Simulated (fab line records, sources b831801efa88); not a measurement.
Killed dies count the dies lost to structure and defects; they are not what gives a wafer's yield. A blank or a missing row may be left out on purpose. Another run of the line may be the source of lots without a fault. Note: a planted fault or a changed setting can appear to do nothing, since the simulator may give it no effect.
The tool behind it: which one?    flow sfq line    Sampling: 14 lots, 42 wafers, 4 of 325 route steps

== WHAT EACH GAUGE READ, for each wafer ==
SFQ_R5_RS_MEAS_933: measures by four-point-probe. Usual: R5_MONX_RS gives 7.05 ohm/sq (standard deviation 0.067).
lot   measured      on             R5_MONX_RS (ohm/sq)  flag
L690  day 70 20:23  film metro-02  6.96 6.98 6.96       
L691  day 71 06:42  film metro-02  6.99 7.02 7.01       
L692  day 71 08:23  film metro-04  7.10 7.12 7.09       
L694  day 71 18:44  film metro-01  6.99 7.02 7.06       
L695  day 72 02:29  film metro-04  7.14 7.02 7.11       
L696  day 72 03:42  film metro-02  7.12 7.07 7.04       
L697  day 73 09:20  film metro-02  6.97 6.94 7.00       
L698  day 73 16:48  film metro-01  7.07 7.01 7.00       
L700  day 74 12:15  film metro-01  6.98 6.95 7.04       
L703  day 75 09:17  film metro-01  7.05 7.02 7.01       
L708  day 77 06:37  film metro-02  7.15 7.10 7.08       
L710  day 77 10:15  film metro-01  7.28 7.21 7.17       
L711  day 77 14:01  film metro-01  7.01 7.02 7.08       
L713  day 77 18:01  film metro-02  7.02 7.02 6.99       

== TOOL THAT RAN EACH LOT (tool first, then ch and the chambers of the sampled wafers, then the start) ==
lot   SFQ_TRILAYER_L0_VIA_STRIP_STRIP_017  SFQ_TRILAYER_JJ_CE_LITHO_COAT_119  SFQ_TRILAYER_JJ_CE_BARC_OPEN_RIE_150
L690  rie metal-03 ch 0,1, day 9 04:46     litho track-04 ch 0, day 59 19:55  rie metal-01 ch 0,1, day 65 00:10
L691  rie metal-02 ch 0, day 9 07:10       litho track-02 ch 0, day 60 12:44  rie metal-04 ch 0,1, day 65 12:10
L692  rie metal-01 ch 0,1, day 9 15:34     litho track-04 ch 0, day 60 19:55  rie metal-03 ch 0,1, day 65 16:58
L694  rie metal-03 ch 0,1, day 10 02:41    litho track-01 ch 0, day 61 11:43  rie metal-04 ch 0,1, day 66 03:48
L695  rie metal-03 ch 0, day 10 14:29      litho track-01 ch 0, day 61 19:30  rie metal-01 ch 1, day 66 12:37
L696  rie metal-01 ch 0,1, day 10 19:17    litho track-01 ch 0, day 61 23:06  rie metal-04 ch 0,1, day 66 15:01
L697  rie metal-01 ch 0, day 11 13:41      litho track-02 ch 0, day 63 08:35  rie metal-04 ch 0,1, day 68 04:41
L698  rie metal-03 ch 0,1, day 12 00:28    litho track-02 ch 0, day 63 11:02  rie metal-04 ch 0,1, day 68 10:41
L700  rie metal-02 ch 0,1, day 12 08:52    litho track-02 ch 0, day 63 20:35  rie metal-03 ch 0,1, day 68 23:53
L703  rie metal-03 ch 0,1, day 13 02:06    litho track-02 ch 0, day 64 12:11  rie metal-01 ch 0,1, day 69 18:04
L708  rie metal-01 ch 0,1, day 14 19:10    litho track-04 ch 0, day 66 22:08  rie metal-03 ch 0,1, day 72 01:44
L710  rie metal-02 ch 0,1, day 15 08:34    litho track-04 ch 0, day 67 00:38  rie metal-03 ch 0,1, day 72 03:55
L711  rie metal-02 ch 0,1, day 15 11:58    litho track-04 ch 0, day 67 01:47  rie metal-04 ch 0,1, day 72 06:17
L713  rie metal-02 ch 0, day 16 00:05      litho track-02 ch 0, day 67 04:08  rie metal-01 ch 0,1, day 72 08:48
- SFQ_TRILAYER_L0_VIA_STRIP_STRIP_017: strips in O2.
- SFQ_TRILAYER_JJ_CE_LITHO_COAT_119: resist thk 62 nm.
- SFQ_TRILAYER_JJ_CE_BARC_OPEN_RIE_150: chemistry O2, target BARC, target depth 240 nm, time 80 s.

== AS READ BY THE TOOLS THEMSELVES (means over the sampled wafers that have a number; for cases with no such wafer, the mark the record gives instead) ==
SFQ_TRILAYER_L0_VIA_STRIP_STRIP_017. Usual: drypump motor current A 5.7 A, standard deviation 0.48; oes product au 0.999 a.u., standard deviation 0.0075.
lot   tool          drypump motor current A (A)  oes product au (a.u.)  flag
L690  rie metal-03  5.3                          0.996                  
L691  rie metal-02  6.0                          1.011                  
L692  rie metal-01  5.5                          0.996                  
L694  rie metal-03  5.3                          0.997                  
L695  rie metal-03  5.5                          0.993                  
L696  rie metal-01  5.6                          0.992                  
L697  rie metal-01  5.9                          0.998                  
L698  rie metal-03  5.3                          1.002                  
L700  rie metal-02  6.1                          1.008                  
L703  rie metal-03  5.3                          0.997                  
L708  rie metal-01  5.5                          0.997                  
L710  rie metal-02  6.1                          1.005                  
L711  rie metal-02  6.1                          1.005                  
L713  rie metal-02  6.0                          0.997                  

SFQ_TRILAYER_JJ_CE_LITHO_COAT_119. Usual: 51.1 kPa for dispense pressure kPa, sd 2.8.
lot   tool            dispense pressure kPa (kPa)  flag
L690  litho track-04  47.9                         
L691  litho track-02  50.5                         
L692  litho track-04  47.9                         
L694  litho track-01  54.6                         
L695  litho track-01  54.5                         
L696  litho track-01  54.6                         
L697  litho track-02  50.5                         
L698  litho track-02  50.5                         
L700  litho track-02  50.5                         
L703  litho track-02  50.5                         
L708  litho track-04  47.9                         
L710  litho track-04  47.9                         
L711  litho track-04  47.9                         
L713  litho track-02  50.5                         

SFQ_TRILAYER_JJ_CE_BARC_OPEN_RIE_150. Usual: drypump motor current A 5.6 A, standard deviation 0.43; oes product au 0.537 a.u., standard deviation 0.0044.
lot   tool          drypump motor current A (A)  oes product au (a.u.)  flag
L690  rie metal-01  5.6                          0.539                  
L691  rie metal-04  6.0                          0.533                  
L692  rie metal-03  5.0                          0.538                  
L694  rie metal-04  5.8                          0.541                  
L695  rie metal-01  5.4                          0.535                  
L696  rie metal-04  5.8                          0.540                  
L697  rie metal-04  5.8                          0.538                  
L698  rie metal-04  5.8                          0.539                  
L700  rie metal-03  5.3                          0.550                  
L703  rie metal-01  5.7                          0.549                  
L708  rie metal-03  5.3                          0.539                  
L710  rie metal-03  5.0                          0.538                  
L711  rie metal-04  5.8                          0.540                  
L713  rie metal-01  5.7                          0.532                  

== THE ANSWER, worked out from the rows above alone ==
Rule: take the mean of a lot's wafers that have a number; if it is more than 3 standard deviations from the usual mean, the lot is off. Also off: a lot with no number at a reading for which 4 or more lots have one. All remaining lots with rows at the step are treated as sound. After the gauges, taken in route order, come the tools' own readings; for these a lot's mean is taken, as printed above. At the first step where some lot is off, the reading lying furthest off is the one used; lots without a number count as furthest.
Nothing can be told from this: no lot is off at any reading shown.

== WHAT HAD BEEN PUT IN BY THE SIMULATOR ==
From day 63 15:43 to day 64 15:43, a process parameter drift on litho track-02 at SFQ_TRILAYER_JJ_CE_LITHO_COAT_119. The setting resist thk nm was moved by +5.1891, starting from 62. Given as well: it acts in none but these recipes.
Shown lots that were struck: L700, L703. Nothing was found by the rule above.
